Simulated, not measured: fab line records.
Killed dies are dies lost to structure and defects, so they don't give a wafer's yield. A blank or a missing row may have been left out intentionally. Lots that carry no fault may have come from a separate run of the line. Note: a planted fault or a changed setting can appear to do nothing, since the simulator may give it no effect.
Struck lot and sound lot, side by side -- flow gf180mcu -- 15 out of 602 route steps
Sound: the wafers L537.1, L537.2, L537.4. The struck wafers were L555.3, L555.5, L555.6. The cause is given at the end.
At each step with rows: each side's tool, then ch and its chambers, then its first start. Under that, the readings that differ: sound wafers -- struck wafers -- difference of the means -- sigmas: that difference in standard deviations of wafers without a fault.
alike: words and numbers the same on both sides, and readings whose means are apart by under 2 such deviations; not compared: readings that were withheld, readings missing a value for some wafer, numbers with overlapping values and no deviation given by the record, and bounds like >300 which may hide the same value.
A row with sigmas, a row that says differs or no value, or rows on one side alone: a step with any of these is where the two part. Non-overlapping numbers with no deviation appear without sigmas and do not part them. Lack of a reading on every wafer of one side parts them only where that side has two or more wafers.

GF_M3_SPUTTER_04: material TiN, target thk 50 nm, time 41.7 s.
  struck on pvd-sputter-02, day 26 19:44; sound on pvd-sputter-04, day 20 02:35
  alike: throttle-valve-pct
GF_M3_RS_MEAS_05: the measuring method here is four-point-probe.
  struck on film-metro-02, day 26 19:49; sound on film-metro-02, day 20 02:37
  alike: M3_ALCU_RS
GF_M3_THK_MEAS_06: measures by xrf.
  struck on film-metro-02, day 26 19:55; sound on film-metro-02, day 20 02:44
  alike: M3_ALCU_THK
then, 7 steps without rows for these wafers: GF_M3_DEHYDRATE_07 (time 60 s); GF_M3_HMDS_08 (prime time 60 s); GF_M3_COAT_09 (resist thk 1000 nm); GF_M3_SOFTBAKE_10 (time 60 s); GF_M3_EXPOSE_11 (exposes mask Metal3, target cd 280 nm); GF_M3_PEB_12 (peb time 90 s); GF_M3_DEVELOP_13 (develop time 60 s).
GF_M3_CD_MEAS_14: the cd target is 280 nm.
  struck on cd-sem-01, day 27 16:11; sound on cd-sem-02, day 21 02:03
  alike: cd-nm
GF_M3_OVL_MEAS_15:
  struck on overlay-02, day 27 16:17; sound on overlay-01, day 21 02:10
  alike: M3_OVL
GF_M3_METAL_ETCH_16: etches the open film in Cl2/BCl3, stops on SiO2, target depth 627.5 nm, time 104.6 s.
  sound on rie-metal-03 ch 0,1, day 21 02:13; struck on rie-metal-04 ch 0,1, day 27 16:20
reading,sound,struck,difference,sigmas
oes-product-au (a.u.),0.970 0.969 0.963,0.924 0.908 0.921,-0.050,-9
rf-fwd-power-W (W),794.1 796.7 795.6,667.1 664.3 665.6,-129.8,-62
throttle-valve-pct (%),28.262 28.227 28.241,28.302 28.313 28.307,+0.064,+6
model.etch.depth-nm (nm),605.6 603.8 603.2,540.2 534.7 541.7,-65.3,
model.M3.feature-depth-nm (nm),605.6 603.8 603.2,540.2 534.7 541.7,-65.3,
model.KrF_of_M3_COAT_09.thk-nm (nm),735.2 732.3 733.1,773 773.9 772.9,+40,
  alike: drypump-motor-current-A, mfc-cl2-sccm
  not compared: rf-hours-counter-h
GF_M3_STRIP_17: strips in O2/N2.
  sound on plasma-asher-04 ch 0,1, day 21 02:19; struck on plasma-asher-01 ch 0,1, day 27 16:27
reading,sound,struck,difference,sigmas
oes-product-au (a.u.),0.558 0.552 0.558,0.569 0.574 0.578,+0.018,+4
strip-time-to-endpoint-s (s),7.89 7.84 7.85,8.24 8.27 8.26,+0.40,+12
  alike: drypump-motor-current-A, heater-power-w, n2-flow-sccm
  not compared: rf-hours-counter-h
then, 1 step without rows for these wafers: GF_M3_STRIP_18 (strips in post etch residue remover, time 1200 s).

WHERE THEY PART
First at GF_M3_METAL_ETCH_16; last, within this record, at GF_M3_STRIP_17.

WHY: whatever the simulator had introduced
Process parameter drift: rie-metal-04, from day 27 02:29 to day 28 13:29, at GF_M3_METAL_ETCH_16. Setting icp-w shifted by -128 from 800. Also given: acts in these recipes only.
